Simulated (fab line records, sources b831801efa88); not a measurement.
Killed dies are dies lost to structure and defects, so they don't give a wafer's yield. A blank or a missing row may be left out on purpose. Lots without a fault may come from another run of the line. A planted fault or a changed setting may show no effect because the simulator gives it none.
Problem report in the 8D (eight disciplines) form, filled by code | flow gf180mcu | the parts of the form that need people (team, actions taken, sign-off) are left out

1. THE PROBLEM
spin_speed_rpm at GF_HV_LDD_COAT_02 reads a mean of 2943.2 rpm on 9 wafers of 3 lots; wafers without a fault read 3000.6 rpm with a standard deviation of 2. That is -29 standard deviations from the usual mean.
The step: resist thk 1000 nm.
First seen on wafer L614.3, day 15 05:27, on litho_track-03. The record holds 21 wafers of 7 lots with a number at this step. Rule for "out", or "out of limits": more than 4 standard deviations from the usual mean. The other wafers with a number count as sound.

2. WHAT IT IS AND WHAT IT IS NOT
question                    | is                     | is not
which readings at this step | spin_speed_rpm         | -
which lots                  | L614, L615, L616       | L600, L601, L602, L605
which wafers of those lots  | all that have a number | -
read on which tools         | litho_track-03         | litho_track-01, litho_track-04
when                        | from day 15 05:27      | up to then (12 sound wafers)

3. SUSPECTS, AND WHAT RULES EACH OUT
Counting: a tool at a process step up to the reading stays a suspect if it ran every lot that is out and no sound lot after the first of them.
- litho_track-03 at GF_HV_LDD_COAT_02 (resist thk 1000 nm): kept. It ran every lot that is out, first L614 (day 15 05:27), and no sound lot after that; its last sound lot up to then is L605 (day 12 02:10). Its own readings are out on those wafers: spin_speed_rpm.
Left after counting: litho_track-03 at GF_HV_LDD_COAT_02.

4. THE CAUSE (what the simulator had put in)
Process parameter drift: litho_track-03, from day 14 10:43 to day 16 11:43, at GF_HV_LDD_COAT_02. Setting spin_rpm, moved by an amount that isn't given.
Counting left only this tool.

5. THE CHAIN OF EFFECTS, in route order
Each row: a reading whose mean over the struck wafers that have a number lies more than 3 standard deviations from the usual. Only readings for which the record gives a usual standard deviation are gone through. hours: the time from each lot's start at the first step in this table that gives one to its start at this step, as a median over the lots. sigmas: the change in usual standard deviations.
hours | step              | reading        | usual      | on struck wafers | change | sigmas
0     | GF_HV_LDD_COAT_02 | spin_speed_rpm | 3000.6 rpm | 2943.2           | -57.4  | -29
The process steps in it:
- GF_HV_LDD_COAT_02: resist thk 1000 nm.
Later measuring or inspecting steps at which every struck wafer that the step has a row for has a number for every such reading, and none has moved that far: GF_HV_LDD_CD_MEAS_07.

6. WHAT WOULD HAVE CAUGHT IT SOONER
In this record the first reading out of limits was taken at day 15 05:27, 19 hours after the fault began at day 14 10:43.
